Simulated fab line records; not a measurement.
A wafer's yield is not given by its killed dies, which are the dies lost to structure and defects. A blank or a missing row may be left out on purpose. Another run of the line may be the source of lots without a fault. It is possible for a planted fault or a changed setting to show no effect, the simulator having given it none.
Comparing a struck lot with a sound one -- flow sky130 -- 16 out of 708 route steps
Sound: the wafers L325.2, L325.3, L325.5. Struck: wafer L332.3. (L332.4, L332.6 of the same lot were not struck and are left out.) The cause comes at the end.
Order at every step that has rows: each side's tool, ch and its chambers, its first start. Under that, the readings that differ: sound wafers -- struck wafers -- difference of the means -- sigmas: that difference in standard deviations of wafers without a fault.
alike: readings whose means differ by less than 2 such deviations, and words and numbers that are the same on both sides. not compared: withheld readings, readings that some wafer has no value for, bounds like >300 that may hide the same value, and numbers for which the record gives no deviation and whose values overlap.
Wherever a step has rows on one side only, a row that says differs or no value, or a row with sigmas, the two part there. Numbers that don't overlap but have no deviation are shown without sigmas and don't part them. A reading missing from all wafers of one side parts the sides only when that side holds two or more wafers.

first, 9 steps without rows for these wafers: SKY_CAP2M_CLEAN_17 (cleans in O3/DIW); SKY_METAL4_DEHYDRATE_05 (time 60 s); SKY_METAL4_HMDS_06 (prime time 60 s); SKY_METAL4_COAT_07 (resist thk 60 nm); SKY_METAL4_COAT_08 (resist thk 1140 nm); SKY_METAL4_SOFTBAKE_09 (time 90 s); SKY_METAL4_EXPOSE_10 (exposes mask MM4, target cd 300 nm); SKY_METAL4_PEB_11; SKY_METAL4_DEVELOP_12 (develop time 60 s).
SKY_METAL4_CD_MEAS_13 targets a cd of 300 nm.
  sound on cd_sem-02 at day 43 16:59; struck on cd_sem-01 at day 45 13:36
  alike: cd_nm
SKY_METAL4_OVL_MEAS_14:
  sound on overlay-02 at day 43 17:05; struck on overlay-01 at day 45 13:41
  alike: METAL4_OVL
SKY_METAL4_DESCUM_15: chemistry O2, time 8 s.
  sound on rie_metal-03 ch 0,1, day 43 17:07; struck on rie_metal-04 ch 0, day 45 13:43
  alike: drypump_motor_current_A, oes_product_au, rf_fwd_power_W
  not compared: rf_hours_counter_h
SKY_METAL4_ETCH_16: etches BARC in N2/H2, stops on SiO2, time 88.2 s, target depth 60 nm.
  sound on rie_metal-03 ch 0,1, day 43 17:08; struck on rie_metal-04 ch 0, day 45 13:47
reading,sound,struck,difference,sigmas
rf_fwd_power_W (W),494.1 495.0 495.7,575.8,+80.9,+54
model.KrF-thick_of_METAL4_COAT_08.thk_nm (nm),1069 1069 1072,1076,+6,
model.SiO2_of_CAP2M_CVD_00.thk_nm (nm),15.55 15.44 15.88,15.32,-0.30,
  alike: bias_w, drypump_motor_current_A, oes_product_au, throttle_valve_pct
  not compared: rf_hours_counter_h, model.METAL4.cd_nm
SKY_METAL4_ETCH_17: etches SiO2 in C4F8/O2/Ar, stops on TiN, time 3.9 s, target depth 15 nm.
  sound on rie_diel-02 ch 0,1,3, day 43 17:14; struck on rie_diel-04 ch 2, day 45 13:50
reading,sound,struck,difference,sigmas
model.etch.depth_nm (nm),15.55 15.44 15.88,15.32,-0.30,
  alike: bias_w, oes_product_au, rf_fwd_power_W
  not compared: rf_hours_counter_h, model.METAL4.cd_nm
SKY_METAL4_METAL_ETCH_18: etches the open film in Cl2/BCl3, stops on SiO2, target depth 845 nm, time 183.1 s.
  sound on rie_metal-04 ch 0,1, day 43 17:16; struck on rie_metal-02 ch 0, day 45 13:59
reading,sound,struck,difference,sigmas
oes_product_au (a.u.),0.870 0.868 0.867,0.854,-0.014,-3
  alike: bias_w, drypump_motor_current_A, rf_fwd_power_W, throttle_valve_pct
  not compared: rf_hours_counter_h
-- the record jumps here: 3 days lie between the struck wafers' starts before and after (it left off in module METAL4 and takes up again in module PAD_OPEN, whose first step shown is number 708 of the route) --
SKY_PAD_OPEN_PROBE_99:
  record: rows for the struck wafers here (prober-02, day 49 01:50), none for the sound ones

== WHERE THEY PART ==
At SKY_METAL4_ETCH_16 first; at SKY_PAD_OPEN_PROBE_99 last (within this record only).

WHY: what had been put in by the simulator
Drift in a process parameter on rie_metal-04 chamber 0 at SKY_METAL4_ETCH_16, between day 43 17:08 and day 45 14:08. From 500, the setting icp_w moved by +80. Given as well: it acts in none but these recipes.
